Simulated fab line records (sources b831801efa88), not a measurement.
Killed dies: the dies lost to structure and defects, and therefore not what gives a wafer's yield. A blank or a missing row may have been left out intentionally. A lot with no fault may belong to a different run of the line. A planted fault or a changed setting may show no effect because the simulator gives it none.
One fault seen from 2 desks ; flow sky130 ; numbers are kept per desk, each desk with only its own; the story behind them comes last

FROM THE METROLOGY DESK
What the gauges read for every lot (on any tool): the sampled wafers with a number, averaged. The brackets show how far a lot's mean lies from the usual mean; more than 4 standard deviations puts the lot out of limits, marked OUT.
Columns: A = LDD_HVP_TW at SKY_LDD_HVP_TW_MEAS_10, usual 458; B = CONTACT_CVD_00_THK at SKY_CONTACT_THK_MEAS_01, usual 74.9 nm; C = cdNm at SKY_CONTACT_CD_MEAS_14, usual 170.6 nm; D = CONTACT_W_RS at SKY_CONTACT_RS_MEAS_25, usual 0.338 ohm/sq
lot;first seen here;A;B;C;D
L716;day 21 21:13;461;76.3;169.1;0.340
L717;day 22 21:02;459;73.6;173.5;0.340
L718;day 23 07:53;451;74.2;171.2;0.343
L719;day 23 19:12;454;74.3;165.8;0.339
L721;day 24 04:05;474;74.6;169.6;0.341
L722;day 24 17:27;467;73.8;169.7;0.341
L730;day 27 00:31;456;75.3;173.2;0.340
L731;day 27 10:08;460;74.8;170.3;0.340
L733;day 28 00:50;459;75.2;170.6;0.341
L734;day 28 10:35;461;75.9;169.6;0.338
L735;day 28 15:27;460;76.2;172.0;0.336
L736;day 28 21:21;459;74.9;170.5;0.336
L738;day 29 17:56;454;76.1;170.9;0.337
Result from this desk: across the 13 lots, nothing is out of limits.

AT THE TOOL OWNER'S DESK: implanter-04
The tool's own readings at SKY_LDD_HVP_IMPLANT_08, given as means over the sampled wafers that have a number, one for each lot that went through this tool. The brackets show how far a lot's mean lies from the usual mean; more than 4 standard deviations puts the lot out of limits, marked OUT.
Columns: A = beamOnS at SKY_LDD_HVP_IMPLANT_08, usual 10.02 s; B = doseIonsCm2 at SKY_LDD_HVP_IMPLANT_08, usual 1.6997e+13; C = faradayCurrentUA at SKY_LDD_HVP_IMPLANT_08, usual 95.7
lot;first seen here;A;B;C
L718;day 23 07:38;9.97;1.6979e+13;96.2
L719;day 23 18:58;10.05;1.7006e+13;95.3
L721;day 24 03:50;10.17;1.8829e+13 (+99 or more) OUT;104.3 (+4.1) OUT
L722;day 24 17:13;10.07;1.8828e+13 (+99 or more) OUT;105.7 (+4.7) OUT
L731;day 27 09:53;9.94;1.7017e+13;96.5
L733;day 28 00:35;10.15;1.7017e+13;94.3
L736;day 28 21:07;9.89;1.7002e+13;96.9
L738;day 29 17:41;10.16;1.6996e+13;94.2
This desk's verdict: out of limits on L721, L722, starting with L721 at day 24 03:50 (doseIonsCm2 at SKY_LDD_HVP_IMPLANT_08). L718, L719, L731, L733, L736, L738 stayed within limits.

BROUGHT TOGETHER
The tool owner's desk could have raised an alarm at day 24 03:50, on L721, L722.
Metrology desk: nothing out of limits seen.
The metrology desk has L721, L722 on record, within its limits.
Of the lots named, all ran SKY_LDD_HVP_IMPLANT_08 on implanter-04.

WHAT THE SIMULATOR PUT IN
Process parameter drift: implanter-04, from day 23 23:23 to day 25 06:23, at SKY_LDD_HVP_IMPLANT_08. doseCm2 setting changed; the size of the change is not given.
Shown lots that were struck: L721, L722.
Each desk's first reading out of limits, in hours after the fault started: the tool owner's desk, 4.
